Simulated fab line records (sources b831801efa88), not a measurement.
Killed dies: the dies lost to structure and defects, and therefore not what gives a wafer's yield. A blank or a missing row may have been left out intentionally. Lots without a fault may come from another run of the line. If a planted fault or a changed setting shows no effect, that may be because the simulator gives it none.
Matching of chambers ; flow gf180mcu ; GF_V2_ETCH_16 on rieDiel-04 has 4 sister chambers
The step etches BARC in N2/H2. 8 wafers are shown with their chamber, then 10 later ones without.

WAFERS, EACH WITH ITS CHAMBER
wafer;chamber;drypumpMotorCurrentA (A);oesProductAu (a.u.)
L078.1;2;5.7;0.853
L082.3;3;5.6;0.854
L082.4;2;5.7;0.843
L086.1;3;5.6;0.853
L086.2;0;6.4;0.853
L086.3;1;5.7;0.852
L091.1;1;5.7;0.844
L091.2;0;6.3;0.863

WAFERS WHOSE CHAMBER IS MISSING
wafer;drypumpMotorCurrentA (A);oesProductAu (a.u.)
L091.4;5.8;0.849
L092.2;5.7;0.856
L092.4;5.8;0.857
L092.5;5.8;0.867
L095.3;6.3;0.852
L095.4;5.7;0.849
L095.5;5.7;0.847
L096.2;5.7;0.861
L096.4;6.4;0.851
L096.6;5.7;0.848

WHICH CHAMBER EACH WENT THROUGH
wafer;from the rows above;in truth
L091.4;can't be placed: 1 or 2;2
L092.2;can't be placed: 1 or 2 or 3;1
L092.4;can't be placed: 1 or 2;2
L092.5;can't be placed: 1 or 2 or 3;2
L095.3;0;0
L095.4;can't be placed: 1 or 2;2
L095.5;can't be placed: 1 or 2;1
L096.2;can't be placed: 1 or 2 or 3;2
L096.4;0;0
L096.6;can't be placed: 1 or 2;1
Correctly placed: 2 of 10. Unplaceable from these rows: 8, with the true chamber sitting among the candidates in 8. Number placed wrongly: 0.
How it was worked out, from the rows above alone: a wafer's distance from a chamber is the root of the sum, over the readings, of the square of ((its reading less the chamber's mean) divided by the reading's scatter). The wafer belongs to the nearest chamber; if the next one is less than 2 further off, it can't be placed. Each chamber's mean is taken over the wafers shown for it. The scatter is the square root of a quotient: the sum, over the shown wafers, of each reading's squared deviation from its chamber's mean, divided by wafers minus chambers.
